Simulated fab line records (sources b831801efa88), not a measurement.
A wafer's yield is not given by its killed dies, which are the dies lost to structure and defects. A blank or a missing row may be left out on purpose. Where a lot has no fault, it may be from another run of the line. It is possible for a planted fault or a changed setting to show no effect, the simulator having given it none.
The tool behind it: which one?	flow gf180mcu	14 lots with 42 wafers sampled at 4 steps, on a route of 602 steps

## WHAT THE GAUGES SHOWED, per wafer
The record lacks any reading of a measuring or inspecting step that a usual standard deviation could be used to judge.

## EACH LOT AND THE TOOL THAT RAN IT (in order: tool; ch and the chambers of the sampled wafers; start)
lot	GF_MIM_SPUTTER_01	GF_MIM_SPUTTER_03	GF_MIM_EXPOSE_16	GF_M5_ETCH_09
L369	pvd_sputter-03, day 24 16:05	pvd_sputter-03, day 24 16:09	iline_stepper-01 ch 0, day 25 03:30	rie_diel-01 ch 0,2, day 26 11:36
L371	pvd_sputter-01, day 25 07:26	pvd_sputter-01, day 25 07:29	iline_stepper-02 ch 0, day 25 18:15	rie_diel-04 ch 0,1, day 27 02:13
L374	pvd_sputter-01, day 26 06:49	pvd_sputter-01, day 26 06:53	iline_stepper-01 ch 0, day 26 17:47	rie_diel-02 ch 1,2,3, day 27 23:40
L376	pvd_sputter-01, day 27 02:35	pvd_sputter-01, day 27 02:38	iline_stepper-02, day 27 13:22	-
L377	pvd_sputter-04, day 27 11:22	pvd_sputter-04, day 27 11:25	iline_stepper-01, day 27 21:43	-
L378	pvd_sputter-04, day 27 16:10	pvd_sputter-04, day 27 16:13	iline_stepper-01 ch 0, day 28 02:30	rie_diel-01 ch 0,1,3, day 29 07:10
L382	pvd_sputter-04, day 28 20:59	pvd_sputter-04, day 28 21:03	iline_stepper-01 ch 0, day 29 06:58	rie_diel-01 ch 0,1,3, day 30 11:57
L384	pvd_sputter-03, day 29 08:14	pvd_sputter-03, day 29 08:18	iline_stepper-01 ch 0, day 29 17:59	rie_diel-01 ch 0,2,3, day 30 21:12
L385	pvd_sputter-04, day 29 15:19	pvd_sputter-04, day 29 15:22	iline_stepper-02 ch 0, day 30 01:18	rie_diel-02 ch 1,2, day 31 04:57
L386	pvd_sputter-03, day 29 21:15	pvd_sputter-03, day 29 21:19	iline_stepper-01 ch 0, day 30 06:50	rie_diel-04 ch 0,2, day 31 10:00
L387	pvd_sputter-01, day 30 00:50	pvd_sputter-01, day 30 00:54	iline_stepper-02 ch 0, day 30 10:31	rie_diel-04 ch 0,2,3, day 31 13:07
L389	pvd_sputter-04, day 30 18:04	pvd_sputter-04, day 30 18:07	iline_stepper-01 ch 0, day 31 03:33	rie_diel-04 ch 0,2,3, day 32 05:57
L390	pvd_sputter-04, day 30 23:16	pvd_sputter-04, day 30 23:19	iline_stepper-01 ch 0, day 31 08:49	rie_diel-04 ch 0,2, day 32 09:55
L392	pvd_sputter-04, day 31 16:22	pvd_sputter-04, day 31 16:25	iline_stepper-02 ch 0, day 32 01:17	rie_diel-04 ch 0,1,3, day 33 01:37
- GF_MIM_SPUTTER_01: material TiN, target thk 30 nm, time 25 s.
- GF_MIM_SPUTTER_03: material Ti, target thk 10 nm, time 6.7 s.
- GF_MIM_EXPOSE_16: exposes mask FuseTop, target cd 2000 nm.
- GF_M5_ETCH_09: etches Si3N4 in CF4/O2, target depth 52 nm, time 11.6 s.

## AS READ BY THE TOOLS THEMSELVES (means over the sampled wafers that have a number; for cases with no such wafer, the mark the record gives instead)
GF_MIM_SPUTTER_01. Usual: throttle_valve_pct at 29.9 %, with a standard deviation of 1.
lot	tool	throttle_valve_pct (%)	flag
L369	pvd_sputter-03	29.7	
L371	pvd_sputter-01	29.8	
L374	pvd_sputter-01	29.3	
L376	pvd_sputter-01	29.2	
L377	pvd_sputter-04	29.6	
L378	pvd_sputter-04	29.4	
L382	pvd_sputter-04	29.6	
L384	pvd_sputter-03	30.8	
L385	pvd_sputter-04	29.3	
L386	pvd_sputter-03	31.0	
L387	pvd_sputter-01	29.6	
L389	pvd_sputter-04	29.5	
L390	pvd_sputter-04	30.8	
L392	pvd_sputter-04	29.8	

GF_MIM_SPUTTER_03. Usual: throttle_valve_pct at 29.9 %, with a standard deviation of 1.
lot	tool	throttle_valve_pct (%)	flag
L369	pvd_sputter-03	29.9	
L371	pvd_sputter-01	30.0	
L374	pvd_sputter-01	29.4	
L376	pvd_sputter-01	29.1	
L377	pvd_sputter-04	29.8	
L378	pvd_sputter-04	29.7	
L382	pvd_sputter-04	29.6	
L384	pvd_sputter-03	30.9	
L385	pvd_sputter-04	29.4	
L386	pvd_sputter-03	30.9	
L387	pvd_sputter-01	29.5	
L389	pvd_sputter-04	29.6	
L390	pvd_sputter-04	30.8	
L392	pvd_sputter-04	30.1	

GF_MIM_EXPOSE_16. Usual: exposure_dose_mJ_cm2 139.99, standard deviation 0.14; focus_offset_nm -0.1 nm, standard deviation 0.55.
lot	tool	exposure_dose_mJ_cm2	focus_offset_nm (nm)	flag
L369	iline_stepper-01	140.02	-0.2	
L371	iline_stepper-02	140.10	0.1	
L374	iline_stepper-01	139.96	0.6	
L376	iline_stepper-02	-	-	OFF
L377	iline_stepper-01	-	-	OFF
L378	iline_stepper-01	140.06	-0.6	
L382	iline_stepper-01	139.84	0.2	
L384	iline_stepper-01	139.94	0.0	
L385	iline_stepper-02	140.10	0.3	
L386	iline_stepper-01	140.01	0.4	
L387	iline_stepper-02	139.88	0.0	
L389	iline_stepper-01	139.98	-0.6	
L390	iline_stepper-01	139.99	-0.1	
L392	iline_stepper-02	140.06	-0.5	

GF_M5_ETCH_09. Usual: cf4_flow_sccm 79.99 sccm, standard deviation 0.23; drypump_motor_current_A 5.9 A, standard deviation 0.49; oes_product_au 1.001 a.u., standard deviation 0.01; throttle_valve_pct 5.971 %, standard deviation 0.01.
lot	tool	cf4_flow_sccm (sccm)	drypump_motor_current_A (A)	oes_product_au (a.u.)	throttle_valve_pct (%)	flag
L369	rie_diel-01	80.02	6.1	0.998	5.969	
L371	rie_diel-04	80.05	6.4	1.004	5.976	
L374	rie_diel-02	80.32	5.6	1.002	5.956	
L378	rie_diel-01	80.27	5.8	1.004	5.981	
L382	rie_diel-01	79.83	5.8	1.001	5.968	
L384	rie_diel-01	79.81	5.9	0.996	5.969	
L385	rie_diel-02	80.10	5.2	0.998	5.969	
L386	rie_diel-04	79.91	6.1	0.995	5.963	
L387	rie_diel-04	79.93	6.0	1.002	5.970	
L389	rie_diel-04	80.06	6.1	1.000	5.975	
L390	rie_diel-04	80.03	6.2	0.999	5.968	
L392	rie_diel-04	80.14	6.2	1.008	5.971	

## THE ANSWER, worked out from the rows above alone
Rule: lot off if the mean of its wafers having a number is beyond 3 standard deviations from the usual mean. Also off: a lot with no number at a reading for which 4 or more lots have one. The other lots that the step has rows for count as sound. First the gauges in route order, then the tools' own readings, where a lot's mean is used as printed above. At the first step where some lot is off, the reading lying furthest off is the one used; lots without a number count as furthest.
Off: L376, L377 (GF_MIM_EXPOSE_16, exposure_dose_mJ_cm2). Without a number there: L376, L377.
If a tool, at that step or one of the process steps before it, ran each lot that is off and ran no sound lot following the first of them, it fits. None of those tried fits.

## WHAT THE SIMULATOR HAD PUT IN
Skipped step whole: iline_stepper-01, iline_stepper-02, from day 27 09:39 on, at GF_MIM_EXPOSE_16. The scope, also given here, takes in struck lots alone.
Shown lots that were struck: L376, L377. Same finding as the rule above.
